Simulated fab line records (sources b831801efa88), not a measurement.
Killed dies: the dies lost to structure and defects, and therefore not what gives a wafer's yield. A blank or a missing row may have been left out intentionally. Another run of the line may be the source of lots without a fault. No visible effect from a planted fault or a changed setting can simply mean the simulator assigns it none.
What tool caused it?	flow gf180mcu	13 lots with 39 wafers sampled at 4 steps, on a route of 602 steps

WHAT THE GAUGES READ, wafer by wafer
GF_STI_THK_MEAS_24. Usual: for STI_CVD_23_THK the level is 650 nm and the standard deviation is 6.4.
lot	measured	on	STI_CVD_23_THK (nm)	flag
L161	day 2 11:53	film metro-03	652 649 643	
L162	day 2 13:02	film metro-02	649 649 651	
L164	day 3 03:06	film metro-03	653 652 659	
L165	day 3 04:54	film metro-03	654 655 658	
L166	day 3 11:07	film metro-02	647 659 650	
L168	day 3 22:16	film metro-03	647 652 648	
L169	day 4 01:28	film metro-03	649 637 645	
L173	day 5 00:07	film metro-04	649 650 647	
L175	day 5 10:17	film metro-04	657 666 654	
L176	day 5 15:17	film metro-03	650 645 637	
L180	day 6 12:05	film metro-04	667 655 659	
L182	day 6 21:20	film metro-03	642 654 647	
L183	day 7 01:57	film metro-02	646 650 635	

GF_HV_LDD_TW_MEAS_11. Usual: for HV_LDD_TW the level is 2409 and the standard deviation is 12.
lot	measured	on	HV_LDD_TW	flag
L161	day 10 08:52	film metro-03	2418 2420 2422	
L162	day 10 16:39	film metro-02	2398 2404 2404	
L164	day 11 07:11	film metro-02	2396 2398 2386	
L165	day 11 11:40	film metro-03	2411 2410 2416	
L166	day 11 19:58	film metro-03	2418 2420 2417	
L168	day 12 10:13	film metro-02	2397 2401 2386	
L169	day 12 18:27	film metro-03	2421 2411 2411	
L173	day 14 00:35	film metro-03	2405 2405 2408	
L175	day 14 16:59	film metro-01	2413 2423 2419	
L176	day 14 22:22	film metro-01	2410 2395 2411	
L180	day 16 05:29	film metro-01	2401 2411 2405	
L182	day 16 16:43	film metro-03	2400 2402 2406	
L183	day 16 22:46	film metro-03	2409 2399 2406	

GF_SAB_OVL_MEAS_10. Usual: for SAB_OVL the level is 0.3 nm and the standard deviation is 1.3.
lot	measured	on	SAB_OVL (nm)	flag
L161	day 15 11:57	overlay-01	-0.1 2.5 0.2	
L162	day 15 21:10	overlay-02	-0.4 -0.1 -0.5	
L164	day 16 15:03	overlay-02	2.2 0.1 1.9	
L165	day 16 22:09	overlay-02	1.0 1.7 -0.1	
L166	day 17 07:54	overlay-02	-1.0 -0.4 -0.2	
L168	day 17 23:56	overlay-02	-1.2 -0.9 -0.5	
L169	day 18 09:28	overlay-02	0.3 -1.3 -2.1	
L173	day 19 21:53	overlay-01	1.5 2.0 1.2	
L175	day 20 18:55	overlay-02	0.3 0.2 -0.3	
L176	day 20 23:11	overlay-02	-0.2 1.6 0.8	
L180	day 22 07:17	overlay-02	0.8 -0.4 -1.8	
L182	day 22 21:02	overlay-01	0.1 0.1 -0.5	
L183	day 23 01:46	overlay-01	-0.5 -0.6 -1.7	

WHAT TOOL EACH LOT RAN ON (gives the tool, then ch and the chambers of the sampled wafers, and finally the start)
lot	GF_LVPWELL_EXPOSE_04
L161	iline stepper-02 ch 0, day 3 22:42
L162	iline stepper-01 ch 0, day 4 01:40
L164	iline stepper-01 ch 0, day 4 15:20
L165	iline stepper-02 ch 0, day 4 17:52
L166	iline stepper-02 ch 0, day 4 23:50
L168	iline stepper-02 ch 0, day 5 11:59
L169	iline stepper-02 ch 0, day 5 14:42
L173	iline stepper-02 ch 0, day 6 14:52
L175	iline stepper-02 ch 0, day 7 02:52
L176	iline stepper-02 ch 0, day 7 08:20
L180	iline stepper-01 ch 0, day 8 06:43
L182	iline stepper-01 ch 0, day 8 15:11
L183	iline stepper-01 ch 0, day 8 20:56
- GF_LVPWELL_EXPOSE_04: exposes mask LVPWELL, target cd 600 nm.

WHAT THE TOOLS THEMSELVES READ (means of the sampled wafers that have a number; where no wafer has one, the mark that the record gives instead)
GF_LVPWELL_EXPOSE_04. Usual: 260.02 for exposure dose mJ cm2, sd 0.25.
lot	tool	exposure dose mJ cm2	flag
L161	iline stepper-02	259.75	
L162	iline stepper-01	260.12	
L164	iline stepper-01	260.02	
L165	iline stepper-02	260.07	
L166	iline stepper-02	259.97	
L168	iline stepper-02	259.92	
L169	iline stepper-02	260.33	
L173	iline stepper-02	260.17	
L175	iline stepper-02	260.20	
L176	iline stepper-02	259.97	
L180	iline stepper-01	260.31	
L182	iline stepper-01	260.17	
L183	iline stepper-01	259.79	

THE ANSWER, worked out from the rows above alone
Rule: a lot is off if the mean of its wafers that have a number lies more than 3 standard deviations from the usual mean. A lot without any number at a reading at which 4 lots or more have one is off too. Any other lot the step has rows for is counted as sound. Order of review: gauges by route order, followed by the tools' own readings, for which a lot's mean as printed above is used. At the first step where some lot is off, the reading lying furthest off is the one used; lots without a number count as furthest.
Nothing can be told from this: no lot is off at any reading shown.

WHAT THE SIMULATOR PUT IN
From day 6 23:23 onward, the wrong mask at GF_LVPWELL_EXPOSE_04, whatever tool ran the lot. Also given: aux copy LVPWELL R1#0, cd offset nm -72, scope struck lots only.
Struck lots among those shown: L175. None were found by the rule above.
